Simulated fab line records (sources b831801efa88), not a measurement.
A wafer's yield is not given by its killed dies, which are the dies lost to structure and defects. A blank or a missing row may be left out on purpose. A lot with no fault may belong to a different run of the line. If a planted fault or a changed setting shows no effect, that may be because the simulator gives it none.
A struck lot beside a sound one | flow sky130 | 14 steps out of a route of 708
Sound: wafers L909.1, L909.3, L909.4. The struck wafers were L907.1, L907.5, L907.6. The cause comes at the end.
For every step that has rows: the tool of each side, followed by ch and its chambers, followed by its first start. Under that, the readings that differ: sound wafers | struck wafers | difference of the means | sigmas: that difference in standard deviations of wafers without a fault.
alike: same words and numbers on both sides, and readings whose means sit less than 2 such deviations apart. not compared: any withheld reading, any reading some wafer has no value for, any bound like >300 that may hide the same value, and any number with overlapping values for which the record gives no deviation.
Wherever a step has rows on one side only, a row that says differs or no value, or a row with sigmas, the two part there. Numbers that don't overlap but have no deviation are shown without sigmas and don't part them. A reading missing from all wafers of one side parts the sides only when that side holds two or more wafers.

SKY_POLY_GATE_THK_MEAS_01:
  sound on film-metro-01 at day 21 23:52; struck on film-metro-03 at day 21 19:41
  alike: POLY_GATE_CVD_00_THK
then, 8 steps without rows for these wafers: SKY_RES_PROTECT_DEHYDRATE_00 (time 60 s); SKY_RES_PROTECT_HMDS_01 (prime time 60 s); SKY_RES_PROTECT_COAT_02 (resist thk 1140 nm); SKY_RES_PROTECT_SOFTBAKE_03 (time 60 s); SKY_RES_PROTECT_EXPOSE_04 (exposes mask RPM, target cd 1270 nm); SKY_RES_PROTECT_PEB_05; SKY_RES_PROTECT_DEVELOP_06 (develop time 60 s); SKY_POLY_GATE_IMPLANT_02.
SKY_RES_PROTECT_STRIP_07: strips in O2/N2.
  sound on plasma-asher-02 ch 0,1, day 23 06:17; struck on plasma-asher-01 ch 0,1, day 23 03:01
  alike: drypump-motor-current-A, oes-product-au, strip-time-to-endpoint-s
  not compared: rf-hours-counter-h
SKY_RES_PROTECT_TW_MEAS_08:
  sound on film-metro-03 at day 23 06:23; struck on film-metro-02 at day 23 03:07
  alike: POLY_GATE_TW
then, 1 step without rows for these wafers: SKY_RES_PROTECT_CLEAN_09 (cleans in SC1/SC2, time 150 s).
SKY_POLY_GATE_CVD_03: deposits Si3N4 from DCS/NH3, target thk 75 nm, time 1290 s.
  sound on lpcvd-02 ch 1, day 23 06:31; struck on lpcvd-02 ch 1, day 23 03:13
  no value came back on the struck wafers for pressure-mtorr (mTorr), spike-tc-bottom-C (C), susceptor-temp-C (C); on the sound wafers pressure-mtorr (mTorr) reads 250.4 250.6 250.2
SKY_PAD_OPEN_PROBE_99:
  rows exist in the record for the sound wafers here (prober-02, day 51 01:38), none for the struck ones

WHERE THEY PART
Earliest at SKY_POLY_GATE_CVD_03; latest, in this record, at SKY_PAD_OPEN_PROBE_99.

WHY: what had been put in by the simulator
Skipped step whole: lpcvd-02, from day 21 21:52 on, at SKY_POLY_GATE_CVD_03. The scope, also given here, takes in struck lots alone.
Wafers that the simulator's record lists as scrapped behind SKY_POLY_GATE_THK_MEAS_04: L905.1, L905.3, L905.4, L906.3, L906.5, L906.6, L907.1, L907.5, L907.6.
